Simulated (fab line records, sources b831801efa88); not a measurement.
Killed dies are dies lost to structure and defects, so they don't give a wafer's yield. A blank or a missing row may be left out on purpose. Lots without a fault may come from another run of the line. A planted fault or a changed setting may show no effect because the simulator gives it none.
Chamber matching | flow sfq_line | SFQ_TRILAYER_A5B_CMP_CMP_130 on cmp-02: 4 sister chambers
The step polishes, stops on Nb, target thk 340.7 nm. 16 wafers are shown with their chamber, then 8 later ones without.

WAFERS WITH THEIR CHAMBER
wafer  | chamber | motor_current_A (A) | retaining_ring_pressure_frac | slurry_filter_dp_kPa (kPa)
L240.3 | 2       | 9.1                 | 1.000                        | 13.71
L240.5 | 2       | 9.0                 | 0.998                        | 13.50
L240.6 | 3       | 10.3                | 0.997                        | 13.60
L244.2 | 3       | 10.2                | 1.005                        | 13.77
L244.3 | 1       | 10.8                | 1.010                        | 13.57
L244.5 | 2       | 9.6                 | 1.001                        | 13.52
L246.3 | 2       | 9.5                 | 0.998                        | 13.45
L246.2 | 0       | 10.3                | 0.995                        | 13.57
L246.4 | 1       | 10.7                | 1.001                        | 13.43
L250.4 | 2       | 8.8                 | 0.998                        | 13.57
L250.5 | 3       | 11.3                | 1.001                        | 13.43
L250.6 | 2       | 8.9                 | 1.004                        | 13.56
L251.1 | 0       | 10.1                | 0.998                        | 13.29
L251.2 | 3       | 10.4                | 1.007                        | 13.44
L251.5 | 3       | 11.1                | 1.008                        | 13.70
L253.3 | 2       | 9.6                 | 1.004                        | 13.22

SIGNATURES (means of the wafers above)
reading                      | chamber 0 | chamber 1 | chamber 2 | chamber 3 | scatter within a chamber
motor_current_A              | 10.200    | 10.750    | 9.214     | 10.660    | 0.381
retaining_ring_pressure_frac | 0.99650   | 1.00550   | 1.00043   | 1.00360   | 0.00378
slurry_filter_dp_kPa         | 13.4300   | 13.5000   | 13.5043   | 13.5880   | 0.152
Rule: a wafer's distance from a chamber is the root of the sum, over the readings, of the square of ((its reading less the chamber's mean) divided by the reading's scatter). The wafer belongs to the nearest chamber; if the next one is less than 2 further off, it can't be placed. The scatter: the root of (the sum of the squares of (reading less its chamber's mean) over the shown wafers, divided by (wafers less chambers)).

WAFERS WITHOUT THEIR CHAMBER
wafer  | motor_current_A (A) | retaining_ring_pressure_frac | slurry_filter_dp_kPa (kPa)
L253.2 | 10.3                | 1.009                        | 13.83
L253.4 | 10.8                | 1.004                        | 13.50
L261.1 | 9.8                 | 1.005                        | 13.40
L261.5 | 10.1                | 0.993                        | 13.23
L261.6 | 11.4                | 0.999                        | 13.70
L262.1 | 10.5                | 0.997                        | 13.62
L262.4 | 9.5                 | 0.994                        | 13.57
L262.5 | 10.3                | 1.001                        | 13.47

WHICH CHAMBER EACH WENT THROUGH
wafer  | from the rows above               | in truth
L253.2 | can't be placed: 3 or 1 or 2 or 0 | 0
L253.4 | can't be placed: 1 or 3           | 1
L261.1 | can't be placed: 2 or 0 or 1 or 3 | 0
L261.5 | can't be placed: 0 or 2           | 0
L261.6 | can't be placed: 3 or 1 or 0      | 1
L262.1 | can't be placed: 0 or 3 or 1      | 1
L262.4 | can't be placed: 2 or 0           | 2
L262.5 | can't be placed: 0 or 3 or 1 or 2 | 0
Placed correctly: 0 of 8. Can't be placed from these rows: 8 (the true chamber is among the candidates in 8). Placed wrongly: 0.
